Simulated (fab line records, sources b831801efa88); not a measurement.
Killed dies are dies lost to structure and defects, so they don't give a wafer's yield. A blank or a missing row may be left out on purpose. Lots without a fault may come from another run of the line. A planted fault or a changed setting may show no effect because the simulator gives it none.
A struck lot beside a sound one | flow sky130 | 21 steps out of a route of 708
Sound: wafers L449.3, L449.4, L449.5. Struck: wafer L441.3. (L441.2, L441.6 of the same lot were not struck and are left out.) The cause comes at the end.
At each step with rows: each side's tool, then ch and its chambers, then its first start. Under that, the readings that differ: sound wafers | struck wafers | difference of the means | sigmas: that difference in standard deviations of wafers without a fault.
alike: readings whose means differ by less than 2 such deviations, and words and numbers that are the same on both sides. not compared: withheld readings, readings that some wafer has no value for, bounds like >300 that may hide the same value, and numbers for which the record gives no deviation and whose values overlap.
The two part at a step that has a row with sigmas, a row that says differs or no value, or rows on one side only. Numbers that don't overlap but have no deviation are shown without sigmas and don't part them. A reading that every wafer of one side lacks parts them only if that side has two wafers or more.

first, 4 steps without rows for these wafers: SKY_METAL2_STRIP_21 (strips in post etch residue remover, time 1200 s); SKY_METAL2_CLEAN_22 (cleans in IPA, time 180 s); SKY_METAL2_CLEAN_23 (cleans in O3/DIW); SKY_VIA2_HDPCVD_00 (deposits SiO2, target thk 1180 nm, time 196.7 s).
SKY_VIA2_THK_MEAS_01:
  sound on film_metro-04, day 42 03:15; struck on film_metro-02, day 39 12:56
  alike: VIA2_HDPCVD_THK
SKY_VIA2_CMP_02: polishes SiO2.
  sound on cmp-01 ch 0,1, day 42 03:17; struck on cmp-01 ch 2, day 39 12:59
  alike: head_pressure_psi, motor_current_A
SKY_VIA2_BOW_MEAS_03:
  sound on film_metro-01, day 42 03:38; struck on film_metro-02, day 39 13:19
  alike: VIA2_BOW
then, 5 steps without rows for these wafers: SKY_VIA2_DEHYDRATE_04 (time 60 s); SKY_VIA2_HMDS_05 (prime time 60 s); SKY_VIA2_COAT_06 (resist thk 60 nm); SKY_VIA2_COAT_07 (resist thk 450 nm); SKY_VIA2_SOFTBAKE_08 (time 90 s).
SKY_VIA2_EXPOSE_09: exposes mask VIM2, target cd 200 nm.
  sound on krf_scanner-01 ch 0, day 42 15:29; struck on krf_scanner-02 ch 0, day 40 01:59
  alike: mask, focus_offset_nm
then, 2 steps without rows for these wafers: SKY_VIA2_PEB_10; SKY_VIA2_DEVELOP_11 (develop time 60 s).
SKY_VIA2_CD_MEAS_12: target cd 200 nm.
  sound on cd_sem-02, day 43 03:24; struck on cd_sem-01, day 40 14:26
  reading    | sound             | struck | difference | sigmas
  cd_nm (nm) | 198.6 198.6 199.1 | 186.3  | -12.5      | -7
SKY_VIA2_OVL_MEAS_13:
  sound on overlay-01, day 43 03:29; struck on overlay-01, day 40 14:33
  reading       | sound  | struck | difference | sigmas
  VIA2_OVL (nm) | 10 3 3 | -9     | -14        | -2
SKY_VIA2_ETCH_14: etches BARC in N2/H2, stops on SiO2, time 45.9 s, target depth 60 nm.
  sound on rie_diel-02 ch 0,2, day 43 03:31; struck on rie_diel-04 ch 2, day 40 14:35
  reading               | sound           | struck | difference | sigmas
  model.VIA2.cd_nm (nm) | 199.1 198 198.7 | 185.9  | -12.7      |
  alike: drypump_motor_current_A, h2_flow_sccm, oes_product_au, throttle_valve_pct
  not compared: rf_hours_counter_h
SKY_VIA2_ETCH_15: etches SiO2 in C4F8/O2/Ar, stops on TiN, target depth 546 nm, time 84 s.
  sound on rie_diel-02 ch 0,2, day 43 03:34; struck on rie_diel-04 ch 2, day 40 14:37
  reading               | sound             | struck | difference | sigmas
  model.VIA2.cd_nm (nm) | 197.9 199.2 199.1 | 187.4  | -11.3      |
  alike: oes_product_au
  not compared: rf_hours_counter_h
SKY_VIA2_STRIP_16: strips in O2/N2.
  sound on plasma_asher-03 ch 0,1, day 43 03:40; struck on plasma_asher-02 ch 0, day 40 14:41
  alike: drypump_motor_current_A, oes_product_au, strip_time_to_endpoint_s
  not compared: rf_hours_counter_h
-- the record jumps here: 9 days lie between the struck wafers' starts before and after (it left off in module VIA2 and takes up again in module PAD_OPEN, whose first step shown is number 708 of the route) --
SKY_PAD_OPEN_PROBE_99:
  sound on prober-01, day 51 08:41; struck on prober-01, day 49 08:50
  reading                       | sound             | struck | difference | sigmas
  killed_open                   | 52 54 50          | 36     | -16        | -2
  model.etest.via2_chain.rc_ohm | 10.48 10.32 9.898 | 11.52  | +1.29      |
  alike: defect_limited_yield, killed_at_M0_to_M3, killed_at_M4_up, killed_at_contacts, killed_at_front_end, killed_at_other, killed_dies, killed_short, sort_bin_3_pad_short, sort_bin_5_function, sort_bin_6_memory, sort_n_pass, sort_yield_pct

WHERE THEY PART
First at SKY_VIA2_CD_MEAS_12; last, within this record, at SKY_PAD_OPEN_PROBE_99.

WHY: what the simulator had put in
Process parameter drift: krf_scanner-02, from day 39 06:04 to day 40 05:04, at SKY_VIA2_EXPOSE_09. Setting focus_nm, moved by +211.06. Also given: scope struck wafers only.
